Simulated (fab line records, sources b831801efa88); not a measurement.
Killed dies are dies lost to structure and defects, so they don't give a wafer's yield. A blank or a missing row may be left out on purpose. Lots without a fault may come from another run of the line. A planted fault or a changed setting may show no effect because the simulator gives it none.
Which tool did it? | flow gf180mcu | 14 lots, 42 wafers sampled, at 4 steps of a route of 602

WHAT THE GAUGES READ, wafer by wafer
GF_HV_LDD_OVL_MEAS_20.
lot  | measured     | on         | HV_LDD_01_OVL (nm)
L822 | day 12 01:24 | overlay-02 | -0.1 -0.8 0.6
L823 | day 12 14:38 | overlay-02 | 0.2 -0.4 -1.9
L824 | day 12 19:41 | overlay-01 | 1.8 0.6 0.7
L827 | day 13 19:23 | overlay-01 | -1.3 -1.3 -2.7
L828 | day 14 00:17 | overlay-01 | -1.5 -0.4 -0.9
L829 | day 14 04:59 | overlay-01 | -1.2 -0.8 -0.5
L830 | day 14 18:29 | overlay-02 | 0.9 0.5 -0.4
L835 | day 16 03:32 | overlay-02 | -0.5 0.6 -0.5
L837 | day 16 19:47 | overlay-02 | 42.4 40.5 41.5
L838 | day 17 02:44 | overlay-02 | -4.0 -1.6 -2.0
L839 | day 17 15:53 | overlay-01 | 41.7 41.6 42.3
L840 | day 17 17:12 | overlay-02 | -2.9 -2.2 -4.1
L842 | day 18 07:32 | overlay-01 | -3.8 -2.1 -2.0
L845 | day 19 05:41 | overlay-01 | -0.4 -2.4 -0.2

GF_CONTACT_RS_MEAS_25: measures by four-point-probe.
lot  | measured     | on            | CONTACT_W_RS (ohm/sq)
L822 | day 17 23:52 | film_metro-04 | 0.388 0.381 0.384
L823 | day 18 12:59 | film_metro-04 | 0.381 0.380 0.387
L824 | day 18 19:33 | film_metro-03 | 0.382 0.377 0.377
L827 | day 19 22:29 | film_metro-02 | 0.380 0.388 0.378
L828 | day 20 03:25 | film_metro-04 | 0.378 0.383 0.380
L829 | day 20 10:29 | film_metro-03 | 0.381 0.381 0.376
L830 | day 21 02:03 | film_metro-03 | 0.378 0.381 0.377
L835 | day 22 15:19 | film_metro-03 | 0.387 0.384 0.391
L837 | day 23 07:33 | film_metro-04 | 0.387 0.379 0.380
L838 | day 23 13:47 | film_metro-04 | 0.383 0.390 0.386
L839 | day 24 02:38 | film_metro-03 | 0.384 0.384 0.374
L840 | day 24 04:06 | film_metro-03 | 0.378 0.390 0.381
L842 | day 24 17:41 | film_metro-02 | 0.377 0.376 0.384
L845 | day 25 15:34 | film_metro-02 | 0.379 0.379 0.379

GF_M1_THK_MEAS_06: measures by xrf.
lot  | measured     | on            | M1_ALCU_THK (nm)
L822 | day 18 00:40 | film_metro-03 | 450 446 443
L823 | day 18 13:48 | film_metro-04 | 443 446 445
L824 | day 18 20:23 | film_metro-04 | 446 446 447
L827 | day 19 23:18 | film_metro-03 | 448 451 443
L828 | day 20 04:14 | film_metro-03 | 454 450 457
L829 | day 20 11:19 | film_metro-04 | 447 448 446
L830 | day 21 02:52 | film_metro-04 | 445 445 442
L835 | day 22 16:07 | film_metro-04 | 450 452 449
L837 | day 23 08:22 | film_metro-04 | 439 447 442
L838 | day 23 14:36 | film_metro-03 | 443 447 449
L839 | day 24 03:27 | film_metro-01 | 450 445 454
L840 | day 24 04:53 | film_metro-01 | 450 457 447
L842 | day 24 18:30 | film_metro-03 | 454 457 457
L845 | day 25 16:23 | film_metro-01 | 454 451 450

WHICH TOOL RAN EACH LOT (tool, then ch and the chambers of the sampled wafers, then the start)
lot  | GF_HV_LDD_EXPOSE_16
L822 | iline_stepper-01 ch 0, day 11 14:47
L823 | iline_stepper-02 ch 0, day 12 04:02
L824 | iline_stepper-01 ch 0, day 12 08:41
L827 | iline_stepper-02 ch 0, day 13 08:34
L828 | iline_stepper-02 ch 0, day 13 14:08
L829 | iline_stepper-02 ch 0, day 13 18:37
L830 | iline_stepper-02 ch 0, day 14 07:29
L835 | iline_stepper-01 ch 0, day 15 16:22
L837 | iline_stepper-01 ch 0, day 16 08:10
L838 | iline_stepper-02 ch 0, day 16 15:14
L839 | iline_stepper-01 ch 0, day 17 04:08
L840 | iline_stepper-02 ch 0, day 17 05:36
L842 | iline_stepper-02 ch 0, day 17 19:13
L845 | iline_stepper-02 ch 0, day 18 17:44
- GF_HV_LDD_EXPOSE_16: exposes mask Pplus LV AREA, target cd 400 nm.

WHAT THE TOOLS THEMSELVES READ (means of the sampled wafers that have a number; where no wafer has one, the mark that the record gives instead)
The record holds no such reading with a usual standard deviation.

THE ANSWER, worked out from the rows above alone
Rule: what is usual is taken from the lots themselves. Put in order of their means at a reading, lots are off if they are a third of the lots or fewer, leave a main group of 4 or more, and stand apart from it by a gap of 3 or more times the standard deviation of the main group's means; of several such gaps the widest counts. A main group whose means are all the same, to the digits that the tables above print for the reading, isn't used. A lot without any number at a reading at which 4 lots or more have one is off too. The other lots that the step has rows for count as sound. The gauges are gone through in route order, then the tools' own readings, and for those a lot's mean is taken as printed above. The first step at which some lot is off is used, and at that step the reading that is off furthest; a lot without a number counts as furthest.
Off: L837, L839, at GF_HV_LDD_OVL_MEAS_20 (HV_LDD_01_OVL). The main group: mean -1.0 nm, standard deviation 1.2.
A tool fits if, at a process step before that reading, it ran every lot that is off, and no sound lot after the first of them. The gauges at GF_HV_LDD_OVL_MEAS_20 are tried like those tools. One fits: iline_stepper-01 at GF_HV_LDD_EXPOSE_16. Its last sound lot is L835 (day 15 16:22), its first lot that is off L837 (day 16 08:10): a fault that began between those two fits.

WHAT THE SIMULATOR HAD PUT IN
Scanner matching overlay: iline_stepper-01, from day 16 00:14 on, at GF_HV_LDD_EXPOSE_16. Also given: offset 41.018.
Lots struck among those shown: L837, L839. The rule above found the same.
